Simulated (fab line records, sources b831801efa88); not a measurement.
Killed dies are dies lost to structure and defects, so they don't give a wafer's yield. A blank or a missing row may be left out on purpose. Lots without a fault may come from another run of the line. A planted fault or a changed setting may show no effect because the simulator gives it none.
Chamber matching | flow gf180mcu | GF_V5_CVD_02 on pecvd-04: 3 sister chambers
The step deposits SiO2 from TEOS, target thk 1450 nm, time 163.28 s. 3 wafers are shown with their chamber, then 7 later ones without.

WAFERS WITH THEIR CHAMBER
wafer  | chamber | heater_power_w (W)
L333.5 | 2       | 733
L341.1 | 1       | 518
L341.2 | 0       | 648

WAFERS WITHOUT THEIR CHAMBER
wafer  | heater_power_w (W)
L341.5 | 698
L347.2 | 693
L347.5 | 554
L347.6 | 463
L348.4 | 473
L348.5 | 554
L348.6 | 767

WHICH CHAMBER EACH WENT THROUGH
wafer  | from the rows above     | in truth
L341.5 | can't be placed: 2 or 0 | 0
L347.2 | can't be placed: 2 or 0 | 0
L347.5 | can't be placed: 1 or 0 | 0
L347.6 | 1                       | 1
L348.4 | 1                       | 1
L348.5 | can't be placed: 1 or 0 | 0
L348.6 | 2                       | 2
Placed correctly: 3 of 7. Can't be placed from these rows: 4 (the true chamber is among the candidates in 4). Placed wrongly: 0.
How it was worked out, from the rows above alone: a wafer's distance from a chamber is the root of the sum, over the readings, of the square of ((its reading less the chamber's mean) divided by the reading's scatter). The wafer belongs to the nearest chamber; if the next one is less than 2 further off, it can't be placed. A chamber's mean is the mean of its shown wafers. The scatter: with one shown wafer a chamber, the root of the mean of the squares of how far each hidden wafer lies from its nearest shown one.
